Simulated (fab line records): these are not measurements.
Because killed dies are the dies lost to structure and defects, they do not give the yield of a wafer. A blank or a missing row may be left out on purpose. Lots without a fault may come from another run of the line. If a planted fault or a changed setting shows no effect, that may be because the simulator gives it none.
Which tool did it? ; flow gf180mcu ; Sampling: 13 lots, 39 wafers, 4 of 602 route steps

## WHAT THE GAUGES READ, wafer by wafer
GF_NWELL_OVL_MEAS_07. Usual: NWELL_OVL typically reads 0.9 nm, with standard deviation 1.9.
lot;measured;on;NWELL_OVL (nm);flag
L228;day 3 12:19;overlay-02;1.3 1.1 2.8;
L229;day 3 15:30;overlay-01;2.1 1.8 2.1;
L230;day 3 21:31;overlay-01;1.5 2.2 1.4;
L231;day 4 02:11;overlay-01;-1.3 -0.1 -1.1;
L232;day 4 09:56;overlay-01;-1.3 -1.6 -0.8;
L233;day 4 12:23;overlay-02;-0.4 1.0 0.0;
L237;day 5 12:40;overlay-01;0.2 1.9 0.9;
L238;day 5 14:12;overlay-02;2.3 1.7 1.2;
L240;day 6 01:54;overlay-02;3.3 2.9 3.3;
L241;day 6 07:21;overlay-01;0.6 0.6 0.6;
L242;day 6 11:27;overlay-01;2.0 2.8 0.5;
L244;day 6 22:07;overlay-01;-0.4 0.6 0.7;
L249;day 8 01:02;overlay-02;5.8 3.8 4.1;

GF_VT_IMPLANT_OVL_MEAS_40. Usual: VT_IMPLANT_03_OVL typically reads 0.7 nm, with standard deviation 1.2.
lot;measured;on;VT_IMPLANT_03_OVL (nm);flag
L228;day 7 18:18;overlay-02;2.6 3.7 3.6;
L229;day 7 21:25;overlay-01;0.5 1.9 0.0;
L230;day 8 05:13;overlay-02;0.9 0.2 1.4;
L231;day 8 10:23;overlay-02;0.8 2.7 1.5;
L232;day 8 20:20;overlay-01;1.0 0.3 0.9;
L233;day 8 23:08;overlay-02;1.9 1.2 0.2;
L237;day 10 04:45;overlay-02;0.4 -2.2 -2.4;
L238;day 10 10:04;overlay-01;-0.1 0.9 1.3;
L240;day 10 22:21;overlay-02;0.1 2.2 1.7;
L241;day 11 07:01;overlay-02;0.7 1.0 1.1;
L242;day 11 11:28;overlay-02;2.2 2.3 1.5;
L244;day 12 00:57;overlay-02;-0.2 1.0 1.6;
L249;day 13 10:59;overlay-02;-1.5 -2.2 0.2;

## WHAT TOOL EACH LOT RAN ON (gives the tool, then ch and the chambers of the sampled wafers, and finally the start)
lot;GF_LVPWELL_STRIP_10;GF_MVSD_EXPOSE_04
L228;plasma_asher-02 ch 0,1, day 4 02:36;iline_stepper-02 ch 0, day 4 09:09
L229;plasma_asher-03 ch 0,1, day 4 05:29;iline_stepper-02 ch 0, day 4 12:41
L230;plasma_asher-03 ch 0,1, day 4 11:37;iline_stepper-01 ch 0, day 4 18:53
L231;plasma_asher-02 ch 0,1, day 4 16:42;iline_stepper-01 ch 0, day 4 23:37
L232;plasma_asher-03 ch 0,1, day 5 00:04;iline_stepper-01 ch 0, day 5 07:19
L233;plasma_asher-04 ch 0,1, day 5 02:21;iline_stepper-01 ch 0, day 5 09:33
L237;plasma_asher-02 ch 0,1, day 6 03:30;iline_stepper-01 ch 0, day 6 11:07
L238;plasma_asher-02 ch 0,1, day 6 05:55;iline_stepper-01 ch 0, day 6 13:30
L240;plasma_asher-02 ch 0,1, day 6 17:06;iline_stepper-02 ch 0, day 6 23:56
L241;plasma_asher-02 ch 0,1, day 6 23:16;iline_stepper-02 ch 0, day 7 07:49
L242;plasma_asher-02 ch 0,1, day 7 03:33;iline_stepper-02 ch 0, day 7 11:20
L244;plasma_asher-02 ch 0, day 7 14:38;iline_stepper-01 ch 0, day 7 22:24
L249;plasma_asher-04 ch 0,1, day 8 18:35;iline_stepper-01 ch 0, day 9 02:35
- GF_LVPWELL_STRIP_10: strips in O2/N2.
- GF_MVSD_EXPOSE_04: exposes mask MVSD, target cd 1000 nm.

## AS READ BY THE TOOLS THEMSELVES (means over the sampled wafers that have a number; for cases with no such wafer, the mark the record gives instead)
GF_LVPWELL_STRIP_10. Usual: drypump_motor_current_A 5.72 A, standard deviation 0.2; heater_power_w 314 W, standard deviation 27; oes_product_au 0.722 a.u., standard deviation 0.0045; strip_time_to_endpoint_s 36.93 s, standard deviation 0.11.
lot;tool;drypump_motor_current_A (A);heater_power_w (W);oes_product_au (a.u.);strip_time_to_endpoint_s (s);flag
L228;plasma_asher-02;5.69;309;0.721;36.91;
L229;plasma_asher-03;5.53;330;0.724;36.94;
L230;plasma_asher-03;5.53;327;0.728;36.92;
L231;plasma_asher-02;5.70;308;0.724;37.11;
L232;plasma_asher-03;5.64;307;0.724;37.13;
L233;plasma_asher-04;6.04;339;0.721;36.89;
L237;plasma_asher-02;5.69;310;0.722;36.87;
L238;plasma_asher-02;5.70;308;0.720;36.87;
L240;plasma_asher-02;5.73;291;0.726;37.01;
L241;plasma_asher-02;5.68;311;0.726;36.98;
L242;plasma_asher-02;5.73;294;0.724;36.78;
L244;plasma_asher-02;5.65;320;0.722;36.92;
L249;plasma_asher-04;6.06;337;0.722;37.04;

GF_MVSD_EXPOSE_04. Usual: stage_vel_mm_s 500.03 mm/s, standard deviation 0.25.
lot;tool;stage_vel_mm_s (mm/s);flag
L228;iline_stepper-02;499.80;
L229;iline_stepper-02;500.30;
L230;iline_stepper-01;499.75;
L231;iline_stepper-01;500.13;
L232;iline_stepper-01;500.27;
L233;iline_stepper-01;500.02;
L237;iline_stepper-01;499.87;
L238;iline_stepper-01;500.19;
L240;iline_stepper-02;499.85;
L241;iline_stepper-02;500.10;
L242;iline_stepper-02;500.23;
L244;iline_stepper-01;499.78;
L249;iline_stepper-01;500.43;

## THE ANSWER, worked out from the rows above alone
Rule: take the mean of a lot's wafers that have a number; if it is more than 3 standard deviations from the usual mean, the lot is off. Also off: a lot with no number at a reading for which 4 or more lots have one. The other lots that the step has rows for count as sound. Order of review: gauges by route order, followed by the tools' own readings, for which a lot's mean as printed above is used. At the first step where some lot is off, the reading lying furthest off is the one used; lots without a number count as furthest.
Nothing can be told from this: no lot is off at any reading shown.

## WHAT HAD BEEN PUT IN BY THE SIMULATOR
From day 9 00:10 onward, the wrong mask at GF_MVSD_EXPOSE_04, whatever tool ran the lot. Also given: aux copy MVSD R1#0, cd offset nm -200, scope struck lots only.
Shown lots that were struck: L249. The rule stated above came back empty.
